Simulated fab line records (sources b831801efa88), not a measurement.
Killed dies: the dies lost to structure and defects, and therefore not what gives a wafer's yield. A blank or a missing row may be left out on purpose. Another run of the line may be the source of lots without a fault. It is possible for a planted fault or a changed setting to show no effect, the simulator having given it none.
One fault through the eyes of 2 desks ; flow sky130 ; each desk has only its own numbers; what lay behind them comes last

== THE METROLOGY DESK ==
Lot by lot, what the gauges showed, no matter which tool ran the lot: averages of those sampled wafers that carry a number. If a lot's mean is further than 4 standard deviations from the usual mean, the lot is out of limits and carries the mark OUT (the distance appears in the brackets).
Columns: A = CONTACT_W_RS at SKY_CONTACT_RS_MEAS_25, usual 0.338 ohm/sq
lot;first seen here;A
L201;day 31 13:34;0.342
L202;day 31 16:14;0.333
L203;day 32 07:29;0.329
L204;day 32 08:17;0.345
L206;day 33 06:46;0.335
L210;day 35 03:50;0.337
L209;day 35 04:13;0.337
L211;day 35 06:29;0.337
L213;day 35 11:38;0.341
L214;day 35 20:35;0.338
L216;day 36 16:16;0.343
L217;day 36 16:43;0.348
L221;day 37 14:15;0.346
This desk's finding: nothing out of limits on any of the 13 lots.

== THE TOOL OWNER'S DESK: cvd_w-02 ==
The tool's own readings at SKY_CONTACT_CVD_24 (deposits W, target thk 340 nm, time 102.12 s): means of the sampled wafers that have a number, for each lot that ran on this tool. If a lot's mean is further than 4 standard deviations from the usual mean, the lot is out of limits and carries the mark OUT (the distance appears in the brackets).
Columns: A = chamber_pressure_Torr at SKY_CONTACT_CVD_24, usual 40.01 Torr; B = heater_power_w at SKY_CONTACT_CVD_24, usual 876 W
lot;first seen here;A;B
L202;day 31 16:06;40.05;822
L203;day 32 07:21;40.02;838
L206;day 33 06:38;40.01;874
L209;day 35 04:06;39.98;883
L211;day 35 06:23;40.07;866
L213;day 35 11:30;39.97;794
L214;day 35 20:29;38.43 (-18) OUT;843
L217;day 36 16:37;36.83 (-37) OUT;888
This desk's verdict: out of limits on L214, L217, starting with L214 at day 35 20:29 (chamber_pressure_Torr at SKY_CONTACT_CVD_24). L202, L203, L206, L209, L211, L213 stayed within limits.

== TAKEN TOGETHER ==
An alarm could have come from the tool owner's desk at day 35 20:29, on L214, L217.
The metrology desk saw nothing out of limits.
The metrology desk holds a record of L214, L217, inside its limits.
The lots listed all ran SKY_CONTACT_CVD_24 on cvd_w-02.

== WHAT THE SIMULATOR HAD PUT IN ==
cvd_w-02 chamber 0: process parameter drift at SKY_CONTACT_CVD_24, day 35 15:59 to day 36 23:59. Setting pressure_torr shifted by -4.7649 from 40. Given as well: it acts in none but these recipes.
Lots struck among those shown: L214, L217.
Hours from the fault's start to each desk's first reading out of limits: the tool owner's desk, 4.
